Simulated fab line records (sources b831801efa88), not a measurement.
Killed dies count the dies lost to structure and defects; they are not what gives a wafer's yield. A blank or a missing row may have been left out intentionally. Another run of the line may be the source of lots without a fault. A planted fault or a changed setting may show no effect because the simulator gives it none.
fab line records || flow sky130
record {"lots": 6, "wafers": 18, "last-day": 50}
route steps=708 shown LDD_HVP@288 LDD_LDN@289
lots untouched by any fault: they come from a run of this same line in which no faults occurred
start-h: hours from the record's opening day to when the first of the lot's shown wafers began || wait-h: hours since the lot's step before || " the same as in the row above || L1.1+2: a row that stands for several wafers || - no value present, or no start provided || * or withheld: withheld || < > ~ a bound
route shown NAME@n: names a module that has steps shown in the file, with the first one's number in the route || usual: mean/standard deviation taken from wafers without a fault || same: alike in all rows || chamber/n: place in a boat || sites: the reading at each site || _std_site: the values' standard deviation || _edge_site: the outer-site mean with the inner-site mean subtracted || radius-mm: for every site, how far away it sits from the centre of the wafer || mask NAME#n: copy n || behind: the most recent tool/chamber to have shaped the wafer || hold: reason for holding the lot/hours on hold/outcome of the hold || device: the transistor (n, p or np) that didn't switch || end of line: the tests these same wafers got at the end of their route || step lacking rows: just its recipe || killed: not the wafer's yield, but the dies lost to structure and defects at the first sort || map: the dies of a wafer, with x for killed, . for not killed, _ for no die there
set.NAME: the run value of the setting; set.NAME@STEP: its run value at that earlier step || model.NAME: the simulator's own value behind a step, which no gauge read
lots at some steps of the route; a table a step, a row a wafer
services: from which hour (start-h, from the record's first day; less than 0 if before it) a tool's chamber was out of use, for how many hours, and why
## steps
# step SKY_LDD_HVP_TW_MEAS_10
# usual {"LDD_HVP_TW": "458.6/2.5"}
{"lot.wafer": "L811.2", "tool": "film-metro-03", "chamber": "-", "start-h": 540.83, "wait-h": 0.1, "LDD_HVP_TW": 454.2}
{"lot.wafer": "L811.3", "tool": "film-metro-03", "chamber": "-", "start-h": 540.83, "wait-h": 0.1, "LDD_HVP_TW": 454.8}
{"lot.wafer": "L811.5", "tool": "film-metro-03", "chamber": "-", "start-h": 540.83, "wait-h": 0.1, "LDD_HVP_TW": 453.5}
{"lot.wafer": "L816.1", "tool": "film-metro-04", "chamber": "-", "start-h": 592.62, "wait-h": 0.1, "LDD_HVP_TW": 459.3}
{"lot.wafer": "L816.4", "tool": "film-metro-04", "chamber": "-", "start-h": 592.62, "wait-h": 0.1, "LDD_HVP_TW": 458.1}
{"lot.wafer": "L816.5", "tool": "film-metro-04", "chamber": "-", "start-h": 592.62, "wait-h": 0.1, "LDD_HVP_TW": 456.0}
{"lot.wafer": "L821.1", "tool": "film-metro-03", "chamber": "-", "start-h": 615.27, "wait-h": 0.1, "LDD_HVP_TW": 457.6}
{"lot.wafer": "L821.4", "tool": "film-metro-03", "chamber": "-", "start-h": 615.27, "wait-h": 0.1, "LDD_HVP_TW": 459.0}
{"lot.wafer": "L821.5", "tool": "film-metro-03", "chamber": "-", "start-h": 615.27, "wait-h": 0.1, "LDD_HVP_TW": 457.3}
{"lot.wafer": "L823.4", "tool": "film-metro-01", "chamber": "-", "start-h": 634.15, "wait-h": 0.1, "LDD_HVP_TW": 458.4}
{"lot.wafer": "L823.5", "tool": "film-metro-01", "chamber": "-", "start-h": 634.15, "wait-h": 0.1, "LDD_HVP_TW": 460.9}
{"lot.wafer": "L823.6", "tool": "film-metro-01", "chamber": "-", "start-h": 634.15, "wait-h": 0.1, "LDD_HVP_TW": 461.4}
{"lot.wafer": "L825.2", "tool": "film-metro-01", "chamber": "-", "start-h": 649.82, "wait-h": 0.1, "LDD_HVP_TW": 459.3}
{"lot.wafer": "L825.3", "tool": "film-metro-01", "chamber": "-", "start-h": 649.82, "wait-h": 0.1, "LDD_HVP_TW": 463.5}
{"lot.wafer": "L825.4", "tool": "film-metro-01", "chamber": "-", "start-h": 649.82, "wait-h": 0.1, "LDD_HVP_TW": 459.0}
{"lot.wafer": "L827.3", "tool": "film-metro-03", "chamber": "-", "start-h": 658.88, "wait-h": 0.1, "LDD_HVP_TW": 458.3}
{"lot.wafer": "L827.4", "tool": "film-metro-03", "chamber": "-", "start-h": 658.88, "wait-h": 0.1, "LDD_HVP_TW": 457.7}
{"lot.wafer": "L827.5", "tool": "film-metro-03", "chamber": "-", "start-h": 658.88, "wait-h": 0.1, "LDD_HVP_TW": 459.5}
# step SKY_LDD_LDN_DEHYDRATE_00
# recipe {"temp-c": 200, "time-s": 60}
# step SKY_LDD_LDN_HMDS_01
# recipe {"prime-time-s": 60, "prime-temp-c": 120}
# step SKY_LDD_LDN_COAT_02
# recipe {"resist": "NOVOLAK", "spin-rpm": 3000, "resist-thk-nm": 1140}
# step SKY_LDD_LDN_SOFTBAKE_03
# recipe {"temp-c": 90, "time-s": 60, "resist": "NOVOLAK"}
# step SKY_LDD_LDN_EXPOSE_04
# recipe {"mask-id": "LDNTM", "na": 0.6, "source-shape": "conventional", "sigma-outer": 0.6, "polarization": "unpolarized", "target-cd-nm": 700, "dose-mj": 140}
# step SKY_LDD_LDN_PEB_05
# recipe {"temp-c": "withheld", "time-s": "*", "resist": "NOVOLAK"}
# step SKY_LDD_LDN_DEVELOP_06
# recipe {"resist": "NOVOLAK", "developer": "TMAH", "develop-time-s": 60, "dev-temp-c": 23}
# step SKY_LDD_LDN_OVL_MEAS_07
# usual {"LDD_LDN_OVL": "0.0/1.6"}
{"lot.wafer": "L811.2", "tool": "overlay-02", "chamber": "-", "start-h": 570.88, "wait-h": 0.1, "LDD_LDN_OVL[nm]": 1.8}
{"lot.wafer": "L811.3", "tool": "overlay-02", "chamber": "-", "start-h": 570.88, "wait-h": 0.1, "LDD_LDN_OVL[nm]": 2.2}
{"lot.wafer": "L811.5", "tool": "overlay-02", "chamber": "-", "start-h": 570.88, "wait-h": 0.1, "LDD_LDN_OVL[nm]": 2.4}
{"lot.wafer": "L816.1", "tool": "overlay-01", "chamber": "-", "start-h": 621.03, "wait-h": 0.1, "LDD_LDN_OVL[nm]": 2.2}
{"lot.wafer": "L816.4", "tool": "overlay-01", "chamber": "-", "start-h": 621.03, "wait-h": 0.1, "LDD_LDN_OVL[nm]": 2.4}
{"lot.wafer": "L816.5", "tool": "overlay-01", "chamber": "-", "start-h": 621.03, "wait-h": 0.1, "LDD_LDN_OVL[nm]": 2.0}
{"lot.wafer": "L821.1", "tool": "overlay-02", "chamber": "-", "start-h": 644.12, "wait-h": 0.1, "LDD_LDN_OVL[nm]": 0.3}
{"lot.wafer": "L821.4", "tool": "overlay-02", "chamber": "-", "start-h": 644.12, "wait-h": 0.1, "LDD_LDN_OVL[nm]": -1.4}
{"lot.wafer": "L821.5", "tool": "overlay-02", "chamber": "-", "start-h": 644.12, "wait-h": 0.1, "LDD_LDN_OVL[nm]": -1.3}
{"lot.wafer": "L823.4", "tool": "overlay-01", "chamber": "-", "start-h": 663.69, "wait-h": 0.1, "LDD_LDN_OVL[nm]": 3.2}
{"lot.wafer": "L823.5", "tool": "overlay-01", "chamber": "-", "start-h": 663.69, "wait-h": 0.1, "LDD_LDN_OVL[nm]": 2.9}
{"lot.wafer": "L823.6", "tool": "overlay-01", "chamber": "-", "start-h": 663.69, "wait-h": 0.1, "LDD_LDN_OVL[nm]": 2.4}
{"lot.wafer": "L825.2", "tool": "overlay-02", "chamber": "-", "start-h": 678.48, "wait-h": 0.1, "LDD_LDN_OVL[nm]": -0.5}
{"lot.wafer": "L825.3", "tool": "overlay-02", "chamber": "-", "start-h": 678.48, "wait-h": 0.1, "LDD_LDN_OVL[nm]": -0.6}
{"lot.wafer": "L825.4", "tool": "overlay-02", "chamber": "-", "start-h": 678.48, "wait-h": 0.1, "LDD_LDN_OVL[nm]": -0.6}
{"lot.wafer": "L827.3", "tool": "overlay-01", "chamber": "-", "start-h": 687.14, "wait-h": 0.1, "LDD_LDN_OVL[nm]": -1.6}
{"lot.wafer": "L827.4", "tool": "overlay-01", "chamber": "-", "start-h": 687.14, "wait-h": 0.1, "LDD_LDN_OVL[nm]": -2.6}
{"lot.wafer": "L827.5", "tool": "overlay-01", "chamber": "-", "start-h": 687.14, "wait-h": 0.1, "LDD_LDN_OVL[nm]": -1.6}
# step SKY_LDD_LDN_IMPLANT_08
# recipe {"species": "As", "energy-kev": 15, "dose-cm2": 1.25e+13, "tilt-deg": "withheld", "rotation-deg": 23}
# step SKY_LDD_LDN_IMPLANT_09
# recipe {"species": "As", "energy-kev": 15, "dose-cm2": 1.25e+13, "tilt-deg": "withheld", "rotation-deg": 113}
# step SKY_LDD_LDN_IMPLANT_10
# recipe {"species": "As", "energy-kev": 15, "dose-cm2": 1.25e+13, "tilt-deg": "withheld", "rotation-deg": 203}
# step SKY_LDD_LDN_IMPLANT_11
# recipe {"species": "As", "energy-kev": 15, "dose-cm2": 1.25e+13, "tilt-deg": "withheld", "rotation-deg": 293}
# usual {"dose-ions-cm2": "1.2502e+13/1.4e+10", "faraday-current-uA": "70.3/1.4"}
{"lot.wafer": "L811.2", "tool": "implanter-01", "chamber": 0, "start-h": 571.39, "wait-h": 0.1, "dose-ions-cm2": 1.2486e+13, "faraday-current-uA": 70.8}
{"lot.wafer": "L811.3", "tool": "implanter-01", "chamber": 0, "start-h": 571.39, "wait-h": 0.1, "dose-ions-cm2": 1.2503e+13, "faraday-current-uA": 71.3}
{"lot.wafer": "L811.5", "tool": "implanter-01", "chamber": 0, "start-h": 571.39, "wait-h": 0.1, "dose-ions-cm2": 1.2523e+13, "faraday-current-uA": 71.3}
{"lot.wafer": "L816.1", "tool": "implanter-02", "chamber": 0, "start-h": 621.51, "wait-h": 0.1, "dose-ions-cm2": 1.255e+13, "faraday-current-uA": 70.9}
{"lot.wafer": "L816.4", "tool": "implanter-02", "chamber": 0, "start-h": 621.51, "wait-h": 0.1, "dose-ions-cm2": 1.2524e+13, "faraday-current-uA": 73.1}
{"lot.wafer": "L816.5", "tool": "implanter-02", "chamber": 0, "start-h": 621.51, "wait-h": 0.1, "dose-ions-cm2": 1.2518e+13, "faraday-current-uA": 69.5}
{"lot.wafer": "L821.1", "tool": "implanter-02", "chamber": 0, "start-h": 644.61, "wait-h": 0.1, "dose-ions-cm2": 5.559e+12, "faraday-current-uA": 30.0}
{"lot.wafer": "L821.4", "tool": "implanter-02", "chamber": 0, "start-h": 644.61, "wait-h": 0.1, "dose-ions-cm2": 5.574e+12, "faraday-current-uA": 31.6}
{"lot.wafer": "L821.5", "tool": "implanter-02", "chamber": 0, "start-h": 644.61, "wait-h": 0.1, "dose-ions-cm2": 5.575e+12, "faraday-current-uA": 30.6}
{"lot.wafer": "L823.4", "tool": "implanter-02", "chamber": 0, "start-h": 664.24, "wait-h": 0.1, "dose-ions-cm2": 5.528e+12, "faraday-current-uA": 31.8}
{"lot.wafer": "L823.5", "tool": "implanter-02", "chamber": 0, "start-h": 664.24, "wait-h": 0.1, "dose-ions-cm2": 5.538e+12, "faraday-current-uA": 30.6}
{"lot.wafer": "L823.6", "tool": "implanter-02", "chamber": 0, "start-h": 664.24, "wait-h": 0.1, "dose-ions-cm2": 5.524e+12, "faraday-current-uA": 30.2}
{"lot.wafer": "L825.2", "tool": "implanter-04", "chamber": 0, "start-h": 678.99, "wait-h": 0.1, "dose-ions-cm2": 1.2499e+13, "faraday-current-uA": 71.0}
{"lot.wafer": "L825.3", "tool": "implanter-04", "chamber": 0, "start-h": 678.99, "wait-h": 0.1, "dose-ions-cm2": 1.2504e+13, "faraday-current-uA": 70.6}
{"lot.wafer": "L825.4", "tool": "implanter-04", "chamber": 0, "start-h": 678.99, "wait-h": 0.1, "dose-ions-cm2": 1.2493e+13, "faraday-current-uA": 69.7}
{"lot.wafer": "L827.3", "tool": "implanter-04", "chamber": 0, "start-h": 687.67, "wait-h": 0.1, "dose-ions-cm2": 1.25e+13, "faraday-current-uA": 70.6}
{"lot.wafer": "L827.4", "tool": "implanter-04", "chamber": 0, "start-h": 687.67, "wait-h": 0.1, "dose-ions-cm2": 1.2501e+13, "faraday-current-uA": 70.2}
{"lot.wafer": "L827.5", "tool": "implanter-04", "chamber": 0, "start-h": 687.67, "wait-h": 0.1, "dose-ions-cm2": 1.2512e+13, "faraday-current-uA": 69.8}
# step SKY_LDD_LDN_STRIP_12
# recipe {"chemistry": "O2/N2", "power-w": 1400, "pressure-mtorr": 1500, "platen-temp-c": "withheld", "o2-flow-sccm": 3000, "n2-flow-sccm": 300, "overash-fraction": 0.5}
# usual {"drypump-motor-current-A": "5.65/0.22", "oes-product-au": "0.715/0.004", "strip-time-to-endpoint-s": "14.17/0.037"}
{"lot.wafer": "L811.2", "tool": "plasma-asher-02", "chamber": 1, "start-h": 571.51, "wait-h": 0.1, "drypump-motor-current-A": 5.74, "oes-product-au": 0.714, "rf-hours-counter-h": 84, "strip-time-to-endpoint-s": 14.18}
{"lot.wafer": "L811.3", "tool": "plasma-asher-02", "chamber": 0, "start-h": 571.51, "wait-h": 0.1, "drypump-motor-current-A": 5.92, "oes-product-au": 0.711, "rf-hours-counter-h": "-", "strip-time-to-endpoint-s": 14.22}
{"lot.wafer": "L811.5", "tool": "plasma-asher-02", "chamber": 1, "start-h": 571.51, "wait-h": 0.1, "drypump-motor-current-A": 5.76, "oes-product-au": 0.714, "rf-hours-counter-h": "-", "strip-time-to-endpoint-s": 14.21}
{"lot.wafer": "L816.1", "tool": "plasma-asher-03", "chamber": 1, "start-h": 621.66, "wait-h": 0.1, "drypump-motor-current-A": 5.83, "oes-product-au": 0.717, "rf-hours-counter-h": 19, "strip-time-to-endpoint-s": 14.14}
{"lot.wafer": "L816.4", "tool": "plasma-asher-03", "chamber": 1, "start-h": 621.66, "wait-h": 0.1, "drypump-motor-current-A": 5.83, "oes-product-au": 0.711, "rf-hours-counter-h": "-", "strip-time-to-endpoint-s": 14.12}
{"lot.wafer": "L816.5", "tool": "plasma-asher-03", "chamber": 1, "start-h": 621.66, "wait-h": 0.1, "drypump-motor-current-A": 5.82, "oes-product-au": 0.719, "rf-hours-counter-h": "-", "strip-time-to-endpoint-s": 14.16}
{"lot.wafer": "L821.1", "tool": "plasma-asher-02", "chamber": 1, "start-h": 644.76, "wait-h": 0.1, "drypump-motor-current-A": 5.75, "oes-product-au": 0.706, "rf-hours-counter-h": 91, "strip-time-to-endpoint-s": 14.12}
{"lot.wafer": "L821.4", "tool": "plasma-asher-02", "chamber": 1, "start-h": 644.76, "wait-h": 0.1, "drypump-motor-current-A": 5.75, "oes-product-au": 0.717, "rf-hours-counter-h": "-", "strip-time-to-endpoint-s": 14.19}
{"lot.wafer": "L821.5", "tool": "plasma-asher-02", "chamber": 0, "start-h": 644.76, "wait-h": 0.1, "drypump-motor-current-A": 5.90, "oes-product-au": 0.714, "rf-hours-counter-h": "-", "strip-time-to-endpoint-s": 14.13}
{"lot.wafer": "L823.4", "tool": "plasma-asher-02", "chamber": 0, "start-h": 664.34, "wait-h": 0.1, "drypump-motor-current-A": 5.90, "oes-product-au": 0.723, "rf-hours-counter-h": "-", "strip-time-to-endpoint-s": 14.11}
{"lot.wafer": "L823.5", "tool": "plasma-asher-02", "chamber": 0, "start-h": 664.34, "wait-h": 0.1, "drypump-motor-current-A": 5.90, "oes-product-au": 0.723, "rf-hours-counter-h": "-", "strip-time-to-endpoint-s": 14.12}
{"lot.wafer": "L823.6", "tool": "plasma-asher-02", "chamber": 1, "start-h": 664.34, "wait-h": 0.1, "drypump-motor-current-A": 5.73, "oes-product-au": 0.718, "rf-hours-counter-h": "-", "strip-time-to-endpoint-s": 14.09}
{"lot.wafer": "L825.2", "tool": "plasma-asher-03", "chamber": 1, "start-h": 679.11, "wait-h": 0.1, "drypump-motor-current-A": 5.83, "oes-product-au": 0.716, "rf-hours-counter-h": 25, "strip-time-to-endpoint-s": 14.17}
{"lot.wafer": "L825.3", "tool": "plasma-asher-03", "chamber": 1, "start-h": 679.11, "wait-h": 0.1, "drypump-motor-current-A": 5.79, "oes-product-au": 0.719, "rf-hours-counter-h": "-", "strip-time-to-endpoint-s": 14.19}
{"lot.wafer": "L825.4", "tool": "plasma-asher-03", "chamber": 0, "start-h": 679.11, "wait-h": 0.1, "drypump-motor-current-A": 5.41, "oes-product-au": 0.712, "rf-hours-counter-h": "-", "strip-time-to-endpoint-s": 14.14}
{"lot.wafer": "L827.3", "tool": "plasma-asher-04", "chamber": 0, "start-h": 687.80, "wait-h": 0.1, "drypump-motor-current-A": 5.71, "oes-product-au": 0.715, "rf-hours-counter-h": "-", "strip-time-to-endpoint-s": 14.16}
{"lot.wafer": "L827.4", "tool": "plasma-asher-04", "chamber": 1, "start-h": 687.80, "wait-h": 0.1, "drypump-motor-current-A": 5.31, "oes-product-au": 0.725, "rf-hours-counter-h": "-", "strip-time-to-endpoint-s": 14.17}
{"lot.wafer": "L827.5", "tool": "plasma-asher-04", "chamber": 0, "start-h": 687.80, "wait-h": 0.1, "drypump-motor-current-A": 5.71, "oes-product-au": 0.700, "rf-hours-counter-h": "-", "strip-time-to-endpoint-s": 14.20}
# step SKY_LDD_LDN_TW_MEAS_13
# usual {"LDD_LDN_TW": "1491/12"}
{"lot.wafer": "L811.2", "tool": "film-metro-04", "chamber": "-", "start-h": 571.62, "wait-h": 0.1, "LDD_LDN_TW": 1491}
{"lot.wafer": "L811.3", "tool": "film-metro-04", "chamber": "-", "start-h": 571.62, "wait-h": 0.1, "LDD_LDN_TW": 1499}
{"lot.wafer": "L811.5", "tool": "film-metro-04", "chamber": "-", "start-h": 571.62, "wait-h": 0.1, "LDD_LDN_TW": 1488}
{"lot.wafer": "L816.1", "tool": "film-metro-02", "chamber": "-", "start-h": 621.76, "wait-h": 0.1, "LDD_LDN_TW": 1466}
{"lot.wafer": "L816.4", "tool": "film-metro-02", "chamber": "-", "start-h": 621.76, "wait-h": 0.1, "LDD_LDN_TW": 1470}
{"lot.wafer": "L816.5", "tool": "film-metro-02", "chamber": "-", "start-h": 621.76, "wait-h": 0.1, "LDD_LDN_TW": 1464}
{"lot.wafer": "L821.1", "tool": "film-metro-02", "chamber": "-", "start-h": 644.86, "wait-h": 0.1, "LDD_LDN_TW": 1401}
{"lot.wafer": "L821.4", "tool": "film-metro-02", "chamber": "-", "start-h": 644.86, "wait-h": 0.1, "LDD_LDN_TW": 1402}
{"lot.wafer": "L821.5", "tool": "film-metro-02", "chamber": "-", "start-h": 644.86, "wait-h": 0.1, "LDD_LDN_TW": 1395}
{"lot.wafer": "L823.4", "tool": "film-metro-04", "chamber": "-", "start-h": 664.44, "wait-h": 0.1, "LDD_LDN_TW": 1427}
{"lot.wafer": "L823.5", "tool": "film-metro-04", "chamber": "-", "start-h": 664.44, "wait-h": 0.1, "LDD_LDN_TW": 1428}
{"lot.wafer": "L823.6", "tool": "film-metro-04", "chamber": "-", "start-h": 664.44, "wait-h": 0.1, "LDD_LDN_TW": 1423}
{"lot.wafer": "L825.2", "tool": "film-metro-01", "chamber": "-", "start-h": 679.22, "wait-h": 0.1, "LDD_LDN_TW": 1500}
{"lot.wafer": "L825.3", "tool": "film-metro-01", "chamber": "-", "start-h": 679.22, "wait-h": 0.1, "LDD_LDN_TW": 1508}
{"lot.wafer": "L825.4", "tool": "film-metro-01", "chamber": "-", "start-h": 679.22, "wait-h": 0.1, "LDD_LDN_TW": 1501}
{"lot.wafer": "L827.3", "tool": "film-metro-01", "chamber": "-", "start-h": 687.89, "wait-h": 0.1, "LDD_LDN_TW": 1505}
{"lot.wafer": "L827.4", "tool": "film-metro-01", "chamber": "-", "start-h": 687.89, "wait-h": 0.1, "LDD_LDN_TW": 1507}
{"lot.wafer": "L827.5", "tool": "film-metro-01", "chamber": "-", "start-h": 687.89, "wait-h": 0.1, "LDD_LDN_TW": 1505}
# step SKY_LDD_LDN_CLEAN_14
# recipe {"chemistry": "SC1/SC2", "mix": "1:4:20", "temp-c": 70, "time-s": 150, "dry": "n2-spin"}
## services
{"tool": "implanter-02", "chamber": "-", "start-h": 555.19, "hours": 5.6, "kind": "pm"}
{"tool": "implanter-02", "chamber": "-", "start-h": 594.26, "hours": 4.9, "kind": "repair"}
{"tool": "plasma-asher-02", "chamber": "-", "start-h": 617.32, "hours": 0.7, "kind": "repair"}
{"tool": "implanter-04", "chamber": "-", "start-h": 672.47, "hours": 4.5, "kind": "pm"}
{"tool": "implanter-01", "chamber": "-", "start-h": 681.56, "hours": 3.1, "kind": "pm"}
{"tool": "implanter-02", "chamber": "-", "start-h": 681.88, "hours": 4.3, "kind": "pm"}
{"tool": "plasma-asher-04", "chamber": "-", "start-h": 683.79, "hours": 3.6, "kind": "repair"}
## key
first-sign {"step": "SKY_LDD_LDN_IMPLANT_11", "reading": "dose-ions-cm2", "direction": "down", "sigmas": "99+", "usual": "*", "struck": "*"}
effect {"step": "SKY_LDD_LDN_IMPLANT_11", "reading": "faraday-current-uA", "direction": "down", "sigmas": 28, "usual": 70.3, "struck": 30.8}
effect {"step": "SKY_LDD_LDN_TW_MEAS_13", "reading": "LDD_LDN_TW", "direction": "down", "sigmas": 6.4, "usual": 1491, "struck": 1413}
met-at SKY_LDD_LDN_IMPLANT_11
struck-wafers L821.1,L821.4,L821.5,L823.4,L823.5,L823.6
rows-end L821.1,L821.4,L821.5,L823.5
sort-left-out L823.4,L823.6
tester-left-out L823
onset-between 621.51 644.61
fault {"kind": "process-parameter-drift", "tool": "implanter-02", "chamber": "-", "onset-h": 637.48, "steps": "SKY_LDD_LDN_IMPLANT_11", "channel": "dose-cm2", "offset": "*", "shape": "step", "end-h": 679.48, "acts-in": "*", "stated": "*"}
# tester-left-out: of these lots the tester's yield and bins aren't shown, on N5 and GAA mostly nor the transistor test; their killed dies are dies lost to structure and defects alone, not to doping, threshold or leakage, so they don't give the yield
# sort-left-out: the simulated sort isn't trusted on such a fault, so these wafers' sort isn't shown, and their yield isn't known
# rows-end: these wafers met a further fault down the route, and their rows from its step on are left out
